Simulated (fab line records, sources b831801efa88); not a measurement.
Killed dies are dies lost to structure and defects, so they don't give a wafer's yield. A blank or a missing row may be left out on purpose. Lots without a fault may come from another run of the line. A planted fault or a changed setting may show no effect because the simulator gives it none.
A struck lot beside a sound one | flow sky130 | 19 steps out of a route of 708
Sound: wafers L565.1, L565.2, L565.6. Struck: wafers L578.2, L578.3, L578.5. The cause comes at the end.
At each step with rows: each side's tool, then ch and its chambers, then its first start. Under that, the readings that differ: sound wafers | struck wafers | difference of the means | sigmas: that difference in standard deviations of wafers without a fault.
alike: readings whose means differ by less than 2 such deviations, and words and numbers that are the same on both sides. not compared: withheld readings, readings that some wafer has no value for, bounds like >300 that may hide the same value, and numbers for which the record gives no deviation and whose values overlap.
The two part at a step that has a row with sigmas, a row that says differs or no value, or rows on one side only. Numbers that don't overlap but have no deviation are shown without sigmas and don't part them. A reading that every wafer of one side lacks parts them only if that side has two wafers or more.

first, 6 steps without rows for these wafers: SKY_RES_XHIGH_COAT_02 (resist thk 1140 nm); SKY_RES_XHIGH_SOFTBAKE_03 (time 60 s); SKY_RES_XHIGH_EXPOSE_04 (exposes mask URPM, target cd 1270 nm); SKY_RES_XHIGH_PEB_05; SKY_RES_XHIGH_DEVELOP_06 (develop time 60 s); SKY_RES_XHIGH_IMPLANT_07.
SKY_RES_XHIGH_STRIP_08: strips in O2/N2.
  sound on plasma_asher-01 ch 0,1, day 26 20:26; struck on plasma_asher-01 ch 0, day 31 10:25
  alike: drypump_motor_current_A, oes_product_au, strip_time_to_endpoint_s
  not compared: rf_hours_counter_h
SKY_RES_XHIGH_TW_MEAS_09:
  sound on film_metro-04, day 26 20:32; struck on film_metro-04, day 31 10:31
  alike: RES_XHIGH_TW
then, 4 steps without rows for these wafers: SKY_SD_N_DEHYDRATE_00 (time 60 s); SKY_SD_N_HMDS_01 (prime time 60 s); SKY_SD_N_COAT_02 (resist thk 1140 nm); SKY_SD_N_SOFTBAKE_03 (time 60 s).
SKY_SD_N_EXPOSE_04: exposes mask NSDM, target cd 380 nm.
  sound on iline_stepper-02 ch 0, day 27 10:37; struck on iline_stepper-01 ch 0, day 32 00:02
  reading                      | sound                   | struck               | difference | sigmas
  model.SD_N.overlay_x_nm (nm) | -0.5436 -0.5436 -0.5436 | -100.8 -100.8 -100.8 | -100.3     |
  alike: mask
then, 2 steps without rows for these wafers: SKY_SD_N_PEB_05; SKY_SD_N_DEVELOP_06 (develop time 60 s).
SKY_SD_N_CD_MEAS_07: target cd 380 nm.
  sound on cd_sem-01, day 27 23:02; struck on cd_sem-02, day 32 14:08
  alike: cd_nm
SKY_SD_N_OVL_MEAS_08:
  sound on overlay-02, day 27 23:10; struck on overlay-01, day 32 14:14
  reading       | sound         | struck              | difference | sigmas
  SD_N_OVL (nm) | -0.7 0.0 -1.7 | -102.6 -100.5 -99.5 | -100.1     | -83
then, 1 step without rows for these wafers: SKY_SD_N_IMPLANT_09.
SKY_PAD_OPEN_PROBE_99:
  the record has rows for the sound wafers here (prober-01, day 45 21:10) and none for the struck ones

WHERE THEY PART
First at SKY_SD_N_OVL_MEAS_08; last, within this record, at SKY_PAD_OPEN_PROBE_99.

WHY: what the simulator had put in
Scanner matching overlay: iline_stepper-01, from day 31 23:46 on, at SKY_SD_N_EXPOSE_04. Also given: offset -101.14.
